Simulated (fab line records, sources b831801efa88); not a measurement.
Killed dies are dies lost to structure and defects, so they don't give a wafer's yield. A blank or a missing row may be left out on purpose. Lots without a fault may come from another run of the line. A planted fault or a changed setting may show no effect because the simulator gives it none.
A struck lot beside a sound one | flow sky130 | 43 steps out of a route of 708
Sound: wafers L483.1, L483.2, L483.6. Struck: wafers L501.1, L501.5, L501.6. The cause comes at the end.
At each step with rows: each side's tool, then ch and its chambers, then its first start. Under that, the readings that differ: sound wafers | struck wafers | difference of the means | sigmas: that difference in standard deviations of wafers without a fault.
alike: readings whose means differ by less than 2 such deviations, and words and numbers that are the same on both sides. not compared: withheld readings, readings that some wafer has no value for, bounds like >300 that may hide the same value, and numbers for which the record gives no deviation and whose values overlap.
The two part at a step that has a row with sigmas, a row that says differs or no value, or rows on one side only. Numbers that don't overlap but have no deviation are shown without sigmas and don't part them. A reading that every wafer of one side lacks parts them only if that side has two wafers or more.

SKY_CAPM_THK_MEAS_04: measures by xrf.
  sound on film_metro-03, day 36 10:46; struck on film_metro-03, day 42 17:10
  alike: CAPM_TIN_THK
then, 7 steps without rows for these wafers: SKY_CAPM_DEHYDRATE_05 (time 60 s); SKY_CAPM_HMDS_06 (prime time 60 s); SKY_CAPM_COAT_07 (resist thk 1140 nm); SKY_CAPM_SOFTBAKE_08 (time 60 s); SKY_CAPM_EXPOSE_09 (exposes mask CAPM, target cd 1000 nm); SKY_CAPM_PEB_10; SKY_CAPM_DEVELOP_11 (develop time 60 s).
SKY_CAPM_OVL_MEAS_12:
  sound on overlay-02, day 37 11:28; struck on overlay-01, day 43 15:19
  alike: CAPM_OVL
then, 1 step without rows for these wafers: SKY_CAPM_METAL_ETCH_13 (etches TiN in Cl2/BCl3, stops on SiO2, target depth 220 nm, time 62.9 s).
SKY_CAPM_STRIP_14: strips in O2/N2.
  sound on plasma_asher-03 ch 0,1, day 37 11:34; struck on plasma_asher-02 ch 0,1, day 43 15:25
  alike: drypump_motor_current_A, n2_flow_sccm, oes_product_au, strip_time_to_endpoint_s
  not compared: rf_hours_counter_h
then, 1 step without rows for these wafers: SKY_CAPM_STRIP_15 (strips in post etch residue remover, time 1200 s).
SKY_CAPM_CLEAN_16: cleans in IPA, time 180 s.
  sound on wet_bench-04 ch 1, day 37 12:01; struck on wet_bench-04 ch 2, day 43 15:52
then, 9 steps without rows for these wafers: SKY_CAPM_CLEAN_17 (cleans in O3/DIW); SKY_METAL3_DEHYDRATE_05 (time 60 s); SKY_METAL3_HMDS_06 (prime time 60 s); SKY_METAL3_COAT_07 (resist thk 60 nm); SKY_METAL3_COAT_08 (resist thk 1140 nm); SKY_METAL3_SOFTBAKE_09 (time 90 s); SKY_METAL3_EXPOSE_10 (exposes mask MM3, target cd 300 nm); SKY_METAL3_PEB_11; SKY_METAL3_DEVELOP_12 (develop time 58.83 s).
SKY_METAL3_CD_MEAS_13: target cd 300 nm.
  sound on cd_sem-01, day 38 13:10; struck on cd_sem-02, day 44 14:37
  reading    | sound             | struck            | difference | sigmas
  cd_nm (nm) | 296.6 296.9 295.7 | 301.0 300.1 299.8 | +3.9       | +2
SKY_METAL3_OVL_MEAS_14:
  sound on overlay-02, day 38 13:17; struck on overlay-02, day 44 14:44
  alike: METAL3_OVL
SKY_METAL3_DESCUM_15: chemistry O2, time 8 s.
  sound on rie_metal-02 ch 0,1, day 38 13:19; struck on rie_metal-04 ch 0,1, day 44 14:46
  alike: drypump_motor_current_A, oes_product_au
  not compared: rf_hours_counter_h
SKY_METAL3_ETCH_16: etches BARC in N2/H2, stops on SiO2, time 88.2 s, target depth 60 nm.
  sound on rie_metal-02 ch 0,1, day 38 13:21; struck on rie_metal-04 ch 0,1, day 44 14:48
  alike: drypump_motor_current_A, n2_flow_sccm, oes_product_au, throttle_valve_pct
  not compared: rf_hours_counter_h
then, 2 steps without rows for these wafers: SKY_METAL3_ETCH_17 (etches SiO2 in C4F8/O2/Ar, stops on TiN, time 3.9 s, target depth 15 nm); SKY_METAL3_METAL_ETCH_18 (etches the open film in Cl2/BCl3, stops on SiO2, target depth 845 nm, time 183.1 s).
SKY_METAL3_STRIP_19: strips in O2/N2.
  sound on plasma_asher-04 ch 0,1, day 38 13:42; struck on plasma_asher-01 ch 0,1, day 44 15:05
  alike: drypump_motor_current_A, n2_flow_sccm, oes_product_au, strip_time_to_endpoint_s
  not compared: rf_hours_counter_h
then, 4 steps without rows for these wafers: SKY_METAL3_STRIP_20 (strips in post etch residue remover, time 1200 s); SKY_METAL3_CLEAN_21 (cleans in IPA, time 180 s); SKY_METAL3_CLEAN_22 (cleans in O3/DIW); SKY_VIA3_HDPCVD_00 (deposits SiO2, target thk 1635 nm, time 272.5 s).
SKY_VIA3_THK_MEAS_01:
  sound on film_metro-03, day 38 14:28; struck on film_metro-02, day 44 15:53
  alike: VIA3_HDPCVD_THK
SKY_VIA3_CMP_02: polishes SiO2.
  sound on cmp-02 ch 1,2, day 38 14:32; struck on cmp-01 ch 2,3, day 44 15:59
  alike: motor_current_A
SKY_VIA3_BOW_MEAS_03:
  sound on film_metro-04, day 38 14:50; struck on film_metro-03, day 44 16:14
  alike: VIA3_BOW
then, 6 steps without rows for these wafers: SKY_VIA3_DEHYDRATE_04 (time 60 s); SKY_VIA3_HMDS_05 (prime time 60 s); SKY_VIA3_COAT_06 (resist thk 60 nm); SKY_VIA3_COAT_07 (resist thk 450 nm); SKY_VIA3_SOFTBAKE_08 (time 90 s); SKY_VIA3_EXPOSE_09 (exposes mask VIM3, target cd 200 nm).
-- the record jumps here: 6 days lie between the struck wafers' starts before and after (it left off in module VIA3 and takes up again in module PAD_OPEN, whose first step shown is number 708 of the route) --
SKY_PAD_OPEN_PROBE_99:
  sound on prober-01, day 45 13:53; struck on prober-01, day 50 15:20
  reading                               | sound               | struck                                                                     | difference                   | sigmas
  hold                                  | - - -               | await_dispo/2.8h/release await_dispo/2.8h/release await_dispo/2.8h/release | no value on the sound wafers |
  defect_limited_yield (%)              | 82.5 82.9 81.5      | 74.6 77.4 73.6                                                             | -7.1                         | -4
  killed_at_other                       | 1 2 1               | 54 42 45                                                                   | +46                          | +71
  killed_dies                           | 86 84 91            | 125 111 130                                                                | +35                          | +4
  sort_bin_3_pad_short (%)              | 1.0 0.4 0.4         | 4.3 3.0 4.5                                                                | +3.3                         | +9
  sort_bin_5_function (%)               | 11.0 10.0 12.6      | 14.2 13.8 16.3                                                             | +3.6                         | +3
  sort_n_pass                           | 406 408 401         | 367 381 362                                                                | -35                          | -4
  sort_yield_pct (%)                    | 82.5 82.9 81.5      | 74.6 77.4 73.6                                                             | -7.1                         | -4
  model.etest.tester.sort_n_pass        | 406 408 401         | 367 381 362                                                                | -35                          |
  model.etest.tester.sort_yield_pct (%) | 82.52 82.93 81.5    | 74.59 77.44 73.58                                                          | -7.11                        |
  model.etest.tester.sort_bin_5_pct (%) | 10.98 9.959 12.6    | 14.23 13.82 16.26                                                          | +3.59                        |
  model.etest.tester.sort_bin_3_pct (%) | 1.016 0.4065 0.4065 | 4.268 3.049 4.472                                                          | +3.320                       |
  alike: killed_at_M0_to_M3, killed_at_M4_up, killed_at_contacts, killed_at_front_end, killed_open, killed_short, sort_bin_6_memory

WHERE THEY PART
First at SKY_METAL3_CD_MEAS_13; last, within this record, at SKY_PAD_OPEN_PROBE_99.

WHY: what the simulator had put in
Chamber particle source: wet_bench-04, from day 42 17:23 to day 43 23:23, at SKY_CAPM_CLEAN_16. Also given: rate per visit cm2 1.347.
